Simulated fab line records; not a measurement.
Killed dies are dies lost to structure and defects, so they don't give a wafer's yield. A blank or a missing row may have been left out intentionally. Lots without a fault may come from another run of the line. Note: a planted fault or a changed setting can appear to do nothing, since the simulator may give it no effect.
Which tool is to blame? || flow sky130 || Sampling: 14 lots, 42 wafers, 4 of 708 route steps

WHAT THE GAUGES READ, wafer by wafer
SKY_FIELD_ISO_THK_MEAS_02.
{"lot": "L684", "measured": "day 1 11:43", "on": "film metro-03", "FIELD_ISO_OXIDATION_00_THK (nm)": "12.15 12.22 12.18"}
{"lot": "L688", "measured": "day 2 08:11", "on": "film metro-04", "FIELD_ISO_OXIDATION_00_THK (nm)": "12.09 12.10 11.90"}
{"lot": "L690", "measured": "day 2 17:38", "on": "film metro-04", "FIELD_ISO_OXIDATION_00_THK (nm)": "11.69 11.68 11.84"}
{"lot": "L692", "measured": "day 3 04:56", "on": "film metro-01", "FIELD_ISO_OXIDATION_00_THK (nm)": "12.11 11.70 12.01"}
{"lot": "L694", "measured": "day 3 20:18", "on": "film metro-01", "FIELD_ISO_OXIDATION_00_THK (nm)": "12.02 12.26 12.15"}
{"lot": "L696", "measured": "day 4 02:09", "on": "film metro-03", "FIELD_ISO_OXIDATION_00_THK (nm)": "12.17 12.27 12.21"}
{"lot": "L699", "measured": "day 4 14:46", "on": "film metro-04", "FIELD_ISO_OXIDATION_00_THK (nm)": "11.98 11.89 12.16"}
{"lot": "L700", "measured": "day 4 20:10", "on": "film metro-01", "FIELD_ISO_OXIDATION_00_THK (nm)": "12.05 12.03 12.35"}
{"lot": "L701", "measured": "day 5 01:01", "on": "film metro-01", "FIELD_ISO_OXIDATION_00_THK (nm)": "12.04 12.13 12.08"}
{"lot": "L703", "measured": "day 5 10:39", "on": "film metro-03", "FIELD_ISO_OXIDATION_00_THK (nm)": "12.10 11.91 12.02"}
{"lot": "L704", "measured": "day 5 16:26", "on": "film metro-01", "FIELD_ISO_OXIDATION_00_THK (nm)": "12.43 12.18 12.46"}
{"lot": "L705", "measured": "day 5 21:34", "on": "film metro-03", "FIELD_ISO_OXIDATION_00_THK (nm)": "11.54 11.67 11.59"}
{"lot": "L706", "measured": "day 6 02:13", "on": "film metro-04", "FIELD_ISO_OXIDATION_00_THK (nm)": "12.00 12.03 11.92"}
{"lot": "L707", "measured": "day 6 06:38", "on": "film metro-04", "FIELD_ISO_OXIDATION_00_THK (nm)": "12.06 12.01 12.18"}

SKY_FIELD_ISO_THK_MEAS_04.
{"lot": "L684", "measured": "day 1 13:34", "on": "film metro-01", "FIELD_ISO_CVD_03_THK (nm)": "162.9 162.5 163.7"}
{"lot": "L688", "measured": "day 2 10:02", "on": "film metro-01", "FIELD_ISO_CVD_03_THK (nm)": "162.0 163.7 162.3"}
{"lot": "L690", "measured": "day 2 19:29", "on": "film metro-04", "FIELD_ISO_CVD_03_THK (nm)": "164.4 164.8 163.9"}
{"lot": "L692", "measured": "day 3 06:47", "on": "film metro-04", "FIELD_ISO_CVD_03_THK (nm)": "168.1 166.8 166.7"}
{"lot": "L694", "measured": "day 3 22:53", "on": "film metro-04", "FIELD_ISO_CVD_03_THK (nm)": "166.0 165.7 164.3"}
{"lot": "L696", "measured": "day 4 04:00", "on": "film metro-04", "FIELD_ISO_CVD_03_THK (nm)": "168.3 169.3 167.3"}
{"lot": "L699", "measured": "day 4 17:42", "on": "film metro-04", "FIELD_ISO_CVD_03_THK (nm)": "165.8 166.7 167.1"}
{"lot": "L700", "measured": "day 4 22:01", "on": "film metro-01", "FIELD_ISO_CVD_03_THK (nm)": "164.4 164.7 165.6"}
{"lot": "L701", "measured": "day 5 02:51", "on": "film metro-04", "FIELD_ISO_CVD_03_THK (nm)": "167.9 167.2 167.7"}
{"lot": "L703", "measured": "day 5 12:30", "on": "film metro-01", "FIELD_ISO_CVD_03_THK (nm)": "163.4 165.0 165.8"}
{"lot": "L704", "measured": "day 5 18:17", "on": "film metro-03", "FIELD_ISO_CVD_03_THK (nm)": "165.3 165.5 164.3"}
{"lot": "L705", "measured": "day 6 00:14", "on": "film metro-04", "FIELD_ISO_CVD_03_THK (nm)": "165.5 163.8 163.5"}
{"lot": "L706", "measured": "day 6 05:29", "on": "film metro-04", "FIELD_ISO_CVD_03_THK (nm)": "163.1 164.5 163.3"}
{"lot": "L707", "measured": "day 6 08:38", "on": "film metro-04", "FIELD_ISO_CVD_03_THK (nm)": "164.7 165.9 166.2"}

SKY_NWELL_RS_MEAS_31: measures by four-point-probe.
{"lot": "L684", "measured": "day 5 01:57", "on": "film metro-02", "PWDE_RS (ohm/sq)": "5256 5234 5278"}
{"lot": "L688", "measured": "day 6 07:59", "on": "film metro-04", "PWDE_RS (ohm/sq)": "5267 5277 5267"}
{"lot": "L690", "measured": "day 7 04:49", "on": "film metro-02", "PWDE_RS (ohm/sq)": "5254 5251 5253"}
{"lot": "L692", "measured": "day 7 09:57", "on": "film metro-04", "PWDE_RS (ohm/sq)": "5264 5258 5272"}
{"lot": "L694", "measured": "day 8 02:28", "on": "film metro-02", "PWDE_RS (ohm/sq)": "5267 5299 5306"}
{"lot": "L696", "measured": "day 8 08:36", "on": "film metro-01", "PWDE_RS (ohm/sq)": "5251 5280 5281"}
{"lot": "L699", "measured": "day 9 03:49", "on": "film metro-01", "PWDE_RS (ohm/sq)": "5279 5283 5281"}
{"lot": "L700", "measured": "day 9 09:04", "on": "film metro-01", "PWDE_RS (ohm/sq)": "5265 5264 5262"}
{"lot": "L701", "measured": "day 9 14:28", "on": "film metro-01", "PWDE_RS (ohm/sq)": "5245 5254 5268"}
{"lot": "L703", "measured": "day 10 03:56", "on": "film metro-01", "PWDE_RS (ohm/sq)": "5254 5263 5253"}
{"lot": "L704", "measured": "day 10 18:43", "on": "film metro-02", "PWDE_RS (ohm/sq)": "5268 5289 5281"}
{"lot": "L705", "measured": "day 11 05:32", "on": "film metro-01", "PWDE_RS (ohm/sq)": "5266 5253 5285"}
{"lot": "L706", "measured": "day 11 09:57", "on": "film metro-04", "PWDE_RS (ohm/sq)": "5265 5244 5275"}
{"lot": "L707", "measured": "day 11 09:05", "on": "film metro-04", "PWDE_RS (ohm/sq)": "5269 5262 5265"}

WHICH TOOL RAN EACH LOT (tool, then ch and the chambers of the sampled wafers, then the start)
{"lot": "L684", "SKY_PWDE_DEVELOP_06": "litho track-03 ch 0, day 3 15:00"}
{"lot": "L688", "SKY_PWDE_DEVELOP_06": "litho track-01 ch 0, day 4 17:00"}
{"lot": "L690", "SKY_PWDE_DEVELOP_06": "litho track-01 ch 0, day 5 14:00"}
{"lot": "L692", "SKY_PWDE_DEVELOP_06": "litho track-01 ch 0, day 5 19:00"}
{"lot": "L694", "SKY_PWDE_DEVELOP_06": "litho track-03 ch 0, day 6 11:00"}
{"lot": "L696", "SKY_PWDE_DEVELOP_06": "litho track-02 ch 0, day 6 17:00"}
{"lot": "L699", "SKY_PWDE_DEVELOP_06": "litho track-03 ch 0, day 7 09:00"}
{"lot": "L700", "SKY_PWDE_DEVELOP_06": "litho track-03 ch 0, day 7 14:00"}
{"lot": "L701", "SKY_PWDE_DEVELOP_06": "litho track-02 ch 0, day 7 20:00"}
{"lot": "L703", "SKY_PWDE_DEVELOP_06": "litho track-02 ch 0, day 8 08:00"}
{"lot": "L704", "SKY_PWDE_DEVELOP_06": "litho track-02 ch 0, day 8 22:00"}
{"lot": "L705", "SKY_PWDE_DEVELOP_06": "litho track-03 ch 0, day 9 07:00"}
{"lot": "L706", "SKY_PWDE_DEVELOP_06": "litho track-01 ch 0, day 9 11:00"}
{"lot": "L707", "SKY_PWDE_DEVELOP_06": "litho track-01 ch 0, day 9 11:00"}
- SKY_PWDE_DEVELOP_06: develop time 60 s.

AS READ BY THE TOOLS THEMSELVES (means over the sampled wafers that have a number; for cases with no such wafer, the mark the record gives instead)
SKY_PWDE_DEVELOP_06.
{"lot": "L684", "tool": "litho track-03", "developer temp C (C)": 22.92}
{"lot": "L688", "tool": "litho track-01", "developer temp C (C)": 23.82}
{"lot": "L690", "tool": "litho track-01", "developer temp C (C)": 23.87}
{"lot": "L692", "tool": "litho track-01", "developer temp C (C)": 23.90}
{"lot": "L694", "tool": "litho track-03", "developer temp C (C)": 23.01}
{"lot": "L696", "tool": "litho track-02", "developer temp C (C)": 22.90}
{"lot": "L699", "tool": "litho track-03", "developer temp C (C)": 22.95}
{"lot": "L700", "tool": "litho track-03", "developer temp C (C)": 23.09}
{"lot": "L701", "tool": "litho track-02", "developer temp C (C)": 23.00}
{"lot": "L703", "tool": "litho track-02", "developer temp C (C)": 22.82}
{"lot": "L704", "tool": "litho track-02", "developer temp C (C)": 22.86}
{"lot": "L705", "tool": "litho track-03", "developer temp C (C)": 22.97}
{"lot": "L706", "tool": "litho track-01", "developer temp C (C)": 23.06}
{"lot": "L707", "tool": "litho track-01", "developer temp C (C)": 22.94}

THE ANSWER, worked out from the rows above alone
Rule: the usual values come from the lots themselves. Put in order of their means at a reading, lots are off if they are a third of the lots or fewer, leave a main group of 4 or more, and stand apart from it by a gap of 3 or more times the standard deviation of the main group's means; of several such gaps the widest counts. A main group whose means are all the same, to the digits that the tables above print for the reading, isn't used. A lot without any number at a reading at which 4 lots or more have one is off too. Any other lot the step has rows for is counted as sound. After the gauges, taken in route order, come the tools' own readings; for these a lot's mean is taken, as printed above. The first step at which some lot is off is used, and at that step the reading that is off furthest; a lot without a number counts as furthest.
Off: L688, L690, L692, at SKY_PWDE_DEVELOP_06 (developer temp C). The main group has a mean of 22.96 C with a standard deviation of 0.078.
If a tool, at that step or one of the process steps before it, ran each lot that is off and ran no sound lot following the first of them, it fits. None of those tried fits.

WHAT THE SIMULATOR HAD PUT IN
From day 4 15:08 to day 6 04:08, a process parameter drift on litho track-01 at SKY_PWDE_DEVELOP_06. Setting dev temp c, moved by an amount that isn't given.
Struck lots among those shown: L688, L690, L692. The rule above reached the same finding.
